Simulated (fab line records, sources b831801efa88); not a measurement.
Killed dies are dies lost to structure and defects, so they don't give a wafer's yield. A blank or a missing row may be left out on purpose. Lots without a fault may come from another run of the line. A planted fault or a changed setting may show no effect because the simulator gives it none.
Which tool did it? | flow sfq_line | 9 lots, 27 wafers sampled, at 2 steps of a route of 325

WHAT THE GAUGES READ, wafer by wafer
The record holds no reading of a measuring or inspecting step that can be judged against a usual standard deviation.

WHICH TOOL RAN EACH LOT (tool, then ch and the chambers of the sampled wafers, then the start)
lot  | SFQ_TRILAYER_I3_VIA_LITHO_COAT_090 | SFQ_TRILAYER_I3_VIA_BARC_OPEN_VIA_ETCH_121
L290 | litho_track-01 ch 0, day 26 10:59  | rie_diel-03 ch 0,3, day 32 09:05
L291 | litho_track-04 ch 0, day 26 17:02  | rie_diel-04 ch 1,2,3, day 32 15:05
L292 | litho_track-03 ch 0, day 27 12:53  | rie_diel-03 ch 0,1,3, day 33 16:15
L293 | litho_track-03 ch 0, day 27 19:59  | rie_diel-04 ch 0,1,2, day 34 01:51
L294 | litho_track-04 ch 0, day 28 02:02  | rie_diel-04 ch 2,3, day 34 06:49
L304 | litho_track-01 ch 0, day 34 18:17  | rie_diel-04 ch 0,1,3, day 41 04:39
L311 | litho_track-04 ch 0, day 36 07:29  | rie_diel-03 ch 1,3, day 42 23:26
L312 | litho_track-03 ch 0, day 36 10:29  | rie_diel-01 ch 1,2, day 43 04:14
L313 | litho_track-04 ch 0, day 37 05:41  | rie_diel-04 ch 0,3, day 43 21:02
- SFQ_TRILAYER_I3_VIA_LITHO_COAT_090: resist thk 62 nm.
- SFQ_TRILAYER_I3_VIA_BARC_OPEN_VIA_ETCH_121: etches BARC in O2, target depth 125 nm, time 41.7 s.

WHAT THE TOOLS THEMSELVES READ (means of the sampled wafers that have a number; where no wafer has one, the mark that the record gives instead)
SFQ_TRILAYER_I3_VIA_LITHO_COAT_090.
lot  | tool           | chill_plate_temp_C (C) | exhaust_pa (Pa)
L290 | litho_track-01 | 22.89                  | 44.7
L291 | litho_track-04 | 23.07                  | 45.8
L292 | litho_track-03 | 23.06                  | 45.4
L293 | litho_track-03 | 23.05                  | 44.1
L294 | litho_track-04 | 22.97                  | 44.3
L304 | litho_track-01 | 23.02                  | 45.9
L311 | litho_track-04 | 22.91                  | 45.5
L312 | litho_track-03 | 22.91                  | 44.5
L313 | litho_track-04 | 22.86                  | 45.8

SFQ_TRILAYER_I3_VIA_BARC_OPEN_VIA_ETCH_121.
lot  | tool        | drypump_motor_current_A (A) | oes_product_au (a.u.)
L290 | rie_diel-03 | 5.4                         | 0.677
L291 | rie_diel-04 | 5.6                         | 0.683
L292 | rie_diel-03 | 5.6                         | 0.690
L293 | rie_diel-04 | 5.4                         | 0.685
L294 | rie_diel-04 | 5.7                         | 0.686
L304 | rie_diel-04 | 5.3                         | 0.698
L311 | rie_diel-03 | 5.3                         | 0.684
L312 | rie_diel-01 | 5.8                         | 0.686
L313 | rie_diel-04 | 5.4                         | 0.685

THE ANSWER, worked out from the rows above alone
Rule: what is usual is taken from the lots themselves. Put in order of their means at a reading, lots are off if they are a third of the lots or fewer, leave a main group of 4 or more, and stand apart from it by a gap of 3 or more times the standard deviation of the main group's means; of several such gaps the widest counts. A main group whose means are all the same, to the digits that the tables above print for the reading, isn't used. A lot without any number at a reading at which 4 lots or more have one is off too. The other lots that the step has rows for count as sound. The gauges are gone through in route order, then the tools' own readings, and for those a lot's mean is taken as printed above. The first step at which some lot is off is used, and at that step the reading that is off furthest; a lot without a number counts as furthest.
No lot is off at any reading shown: from this, nothing can be told.

WHAT THE SIMULATOR HAD PUT IN
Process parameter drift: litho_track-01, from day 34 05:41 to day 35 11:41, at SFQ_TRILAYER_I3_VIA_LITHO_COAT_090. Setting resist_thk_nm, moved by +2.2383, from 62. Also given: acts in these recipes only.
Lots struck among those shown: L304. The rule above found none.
